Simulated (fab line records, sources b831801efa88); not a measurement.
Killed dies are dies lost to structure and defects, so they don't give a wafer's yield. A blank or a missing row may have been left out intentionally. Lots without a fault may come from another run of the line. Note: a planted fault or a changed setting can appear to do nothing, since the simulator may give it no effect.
fab line records | flow sky130 | part 2 of 2: steps 28 to 35 of 35
record: lots: 5 wafers: 15 lastDay: 50
route steps=708 shown SD_N@343 SD_P@359 RES_XHIGH@360 SALICIDE@361 LI_CONTACT@362
lots that met no fault: from a run of the same line without faults
startH: hours from the record's first day to the start of the lot's first wafer shown | waitH: hours since the lot's step before | " the same as in the row above | L1.1+2: a single row standing in for several wafers | - value missing, or start not given | * or withheld: withheld | < > ~ a bound
route shown NAME@n: a module of which the file shows steps, and the number in the route of the first | usual: mean/standard deviation taken from wafers without a fault | same: alike in all rows | chamber/n: place in a boat | sites: the reading at each site | _std_site: the standard deviation of these | _edge_site: mean of outer sites minus mean of inner sites | radiusMm: for every site, how far away it sits from the centre of the wafer | mask NAME#n: copy n | behind: the tool/chamber that last shaped the wafer | hold: the reason the lot was held/the length of the hold in hours/how it ended | device: names the non-switching transistor (n, p or np) | end of line: the same wafers' tests at the end of the route | a step without rows: its recipe alone | killed: at the first sort, the dies lost to defects and structure; wafer yield is something else | map: a wafer's dies, marking killed ones x, the rest . and places with no die _
set.NAME: the setting the step ran with; set.NAME@STEP: the setting that earlier step ran with | model.NAME: the simulator's own value behind a step, which no gauge read
lots at selected steps of the route; one table per step, one row per wafer
services: a tool's chamber out of use, with start hour (startH, from the record's first day; less than 0 if before it), hours out, and reason
== steps ==
step: SKY_LI_CONTACT_EXPOSE_09
recipe: maskId: LICM1 na: 0.8 sourceShape: annular sigmaInner: 0.55 sigmaOuter: 0.85 targetCdNm: 170 doseMj: 38
columns lot.wafer tool chamber startH waitH mask
L075.4+5+6 krfScanner-02 0 - - LICM1#0
L077.1+2+3 krfScanner-01 0 - - LICM1#0
L082.1+2+3 krfScanner-02 0 - - LICM1#0
L083.1+2+6 krfScanner-01 0 - - LICM1#0
L095.3+5+6 krfScanner-02 0 - - LICM1#0
step: SKY_LI_CONTACT_PEB_10
recipe: pebTempC: withheld pebTimeS: withheld resist: KrF-thick
usual: chillPlateTempC: *
columns lot.wafer tool chamber startH waitH chillPlateTempC
L075.4 lithoTrack-01 0 - - *
L075.5 " 0 " " *
L075.6 " 0 " " *
L077.1 lithoTrack-03 0 - - *
L077.2 " 0 " " *
L077.3 " 0 " " *
L082.1 lithoTrack-03 0 - - *
L082.2 " 0 " " *
L082.3 " 0 " " *
L083.1 lithoTrack-03 0 - - *
L083.2 " 0 " " *
L083.6 " 0 " " *
L095.3 lithoTrack-03 0 - - *
L095.5 " 0 " " *
L095.6 " 0 " " *
step: SKY_LI_CONTACT_DEVELOP_11
recipe: developTimeS: 60 resist: KrF-thick devTempC: 21
usual: chillPlateTempC: 23.03/0.11
columns lot.wafer tool chamber startH waitH chillPlateTempC
L075.4 lithoTrack-01 0 - - 22.97
L075.5 " 0 " " 23.13
L075.6 " 0 " " 23.19
L077.1 lithoTrack-03 0 - - 22.96
L077.2 " 0 " " 22.95
L077.3 " 0 " " 22.82
L082.1 lithoTrack-03 0 - - 22.92
L082.2 " 0 " " 22.81
L082.3 " 0 " " 22.98
L083.1 lithoTrack-03 0 - - 22.86
L083.2 " 0 " " 22.89
L083.6 " 0 " " 22.89
L095.3 lithoTrack-03 0 - - 23.36
L095.5 " 0 " " 23.06
L095.6 " 0 " " 23.20
step: SKY_LI_CONTACT_CD_MEAS_12
recipe: targetCdNm: 170
usual: cdNm: 169.8/1.6
columns lot.wafer tool chamber startH waitH cdNm
L075.4 cdSem-02 - 702.14 - 174.3
L075.5 " - " " 172.7
L075.6 " - " " 172.9
L077.1 cdSem-02 - 714.08 - 168.9
L077.2 " - " " 166.9
L077.3 " - " " 167.3
L082.1 cdSem-02 - 761.88 - 168.8
L082.2 " - " " 168.7
L082.3 " - " " 170.5
L083.1 cdSem-01 - 762.58 - 169.7
L083.2 " - " " 169.5
L083.6 " - " " 169.9
L095.3 cdSem-01 - 843.82 - 168.2
L095.5 " - " " 169.0
L095.6 " - " " 168.5
step: SKY_LI_CONTACT_OVL_MEAS_13
usual: LI_CONTACT_OVL: -2/5.1
columns lot.wafer tool chamber startH waitH LI_CONTACT_OVL[nm]
L075.4 overlay-01 - 702.22 0.1 0
L075.5 " - " " -4
L075.6 " - " " 1
L077.1 overlay-01 - 714.20 0.1 -6
L077.2 " - " " -2
L077.3 " - " " -3
L082.1 overlay-02 - 762.00 0.1 -1
L082.2 " - " " 2
L082.3 " - " " 3
L083.1 overlay-01 - 762.70 0.1 0
L083.2 " - " " 5
L083.6 " - " " 3
L095.3 overlay-01 - 843.92 0.1 -2
L095.5 " - " " 1
L095.6 " - " " 3
step: SKY_LI_CONTACT_ETCH_14
recipe: chemistry: N2/H2 target: BARC ionEnergyEv: 200 sourceW: 500 biasW: 100 pressureMtorr: 30 n2FlowSccm: 100 h2FlowSccm: 200 stopOn: SiO2 timeS: 45.9 targetDepthA: 600
usual: chamberPressureMTorr: 29.998/0.026 drypumpMotorCurrentA: 5.7/0.55 oesProductAu: 0.855/0.0044 throttleValvePct: 13.225/0.0094
columns lot.wafer tool chamber startH waitH chamberPressureMTorr drypumpMotorCurrentA oesProductAu rfHoursCounterH throttleValvePct
L075.4 rieDiel-03 2 702.24 0.0 29.964 5.6 0.855 11 13.232
L075.5 " 3 " " 29.974 5.6 0.859 - 13.231
L075.6 " 0 " " 29.975 6.8 0.859 - 13.232
L077.1 rieDiel-04 0 714.24 0.0 30.003 5.2 0.852 28 13.216
L077.2 " 3 " " 29.993 6.3 0.841 16 13.215
L077.3 " 1 " " 30.007 6.0 0.856 10 13.216
L082.1 rieDiel-03 3 762.04 0.0 29.972 5.6 0.863 25 13.222
L082.2 " 1 " " 30.021 5.8 0.856 42 13.228
L082.3 " 2 " " 30.005 5.6 0.849 12 13.228
L083.1 rieDiel-01 0 762.74 0.0 30.022 5.6 0.846 5 13.227
L083.2 " 3 " " 29.988 5.2 0.857 3 13.223
L083.6 " 0 " " 29.963 5.6 0.857 - 13.222
L095.3 rieDiel-04 0 843.94 0.0 30.016 5.2 0.857 0 13.218
L095.5 " 2 " " 29.986 5.5 0.855 - 13.233
L095.6 " 3 " " 29.996 6.2 0.866 - 13.227
step: SKY_LI_CONTACT_ETCH_15
recipe: target: PSG chemistry: C4F8/O2/Ar stopOn: Si taperDeg: 4.15 maskMaterial: KrF-thick sourceW: 1500 biasW: 1200 pressureMtorr: 40 c4f8FlowSccm: withheld O2_flow_sccm: 6 Ar_flow_sccm: 300 timeS: withheld targetDepthA: 6000
usual: chamberPressureMTorr: 40.00/0.033 oesProductAu: 0.837/0.0045
columns lot.wafer tool chamber startH waitH chamberPressureMTorr oesProductAu
L075.4 rieDiel-03 2 702.28 0.0 39.94 0.839
L075.5 " 3 " " 40.07 0.834
L075.6 " 0 " " 40.01 0.845
L077.1 rieDiel-04 0 714.28 0.0 40.03 0.842
L077.2 " 3 " " 39.96 0.837
L077.3 " 1 " " 39.95 0.834
L082.1 rieDiel-03 3 762.08 0.0 39.96 0.836
L082.2 " 1 " " 39.99 0.832
L082.3 " 2 " " 40.05 0.845
L083.1 rieDiel-01 0 762.78 0.0 39.93 0.841
L083.2 " 3 " " 40.03 0.842
L083.6 " 0 " " 40.02 0.839
L095.3 rieDiel-04 0 843.98 0.0 40.01 0.834
L095.5 " 2 " " 40.00 0.829
L095.6 " 3 " " 40.01 0.826
step: SKY_LI_CONTACT_STRIP_16
recipe: chemistry: O2/N2 powerW: 1400 pressureMtorr: 1500 platenTempC: withheld o2FlowSccm: 3000 n2FlowSccm: 300 overashFraction: 0.5
usual: chamberPressureMTorr: 1500.1/1.3 drypumpMotorCurrentA: 5.6/0.38 oesProductAu: 0.376/0.0046 stripTimeToEndpointS: 3.50/0.032
columns lot.wafer tool chamber startH waitH chamberPressureMTorr drypumpMotorCurrentA oesProductAu rfHoursCounterH stripTimeToEndpointS
L075.4 plasmaAsher-03 1 702.40 - 1500.0 5.4 0.377 - 3.53
L075.5 " 1 " " 1498.2 5.4 0.378 - 3.54
L075.6 " 0 " " 1500.9 5.3 0.378 - 3.50
L077.1 plasmaAsher-03 1 714.37 - 1499.0 5.4 0.376 28 3.53
L077.2 " 0 " " 1500.2 5.3 0.376 28 3.48
L077.3 " 1 " " 1497.9 5.4 0.369 - 3.47
L082.1 plasmaAsher-03 0 762.17 - 1499.7 5.3 0.383 32 3.49
L082.2 " 1 " " 1497.2 5.4 0.373 32 3.52
L082.3 " 1 " " 1502.2 5.4 0.380 - 3.51
L083.1 plasmaAsher-04 0 762.87 - 1499.9 5.4 0.370 93 3.51
L083.2 " 1 " " 1500.0 5.8 0.380 93 3.53
L083.6 " 1 " " 1500.7 5.8 0.379 - 3.52
L095.3 plasmaAsher-02 0 844.10 - 1499.7 6.4 0.384 - 3.52
L095.5 " 0 " " 1499.3 6.4 0.371 - 3.48
L095.6 " 1 " " 1497.4 5.4 0.378 - 3.48
== services ==
columns tool chamber startH hours kind
implanter-02 - 640.31 12.2 pm
hdpcvd-01 - 650.75 15.0 pm
cmp-02 - 652.05 9.0 repair
rieDiel-03 - 658.24 0.4 repair
rieDiel-03 2 660.89 4.8 repair
rieDiel-04 1 667.47 7.7 repair
ilineStepper-01 - 667.81 11.3 repair
krfScanner-02 - 672.08 1.0 pm
ilineStepper-01 - 681.64 5.1 repair
implanter-02 - 684.53 4.3 repair
rieDiel-04 0 695.99 4.1 repair
plasmaAsher-03 - 719.11 4.5 repair
krfScanner-02 - 724.75 0.5 repair
krfScanner-02 - 726.88 1.3 pm
krfScanner-02 - 736.59 0.8 pm
cmp-02 - 742.85 8.2 pm
cmp-02 - 751.01 4.0 pm
rieDiel-04 1 753.17 22.8 repair
rieDiel-04 3 759.73 2.7 repair
rieDiel-03 1 771.20 8.7 repair
rieDiel-04 - 779.22 5.6 repair
rieDiel-03 0 792.20 9.5 repair
implanter-01 - 819.78 2.3 pm
rieDiel-04 2 832.38 4.2 repair
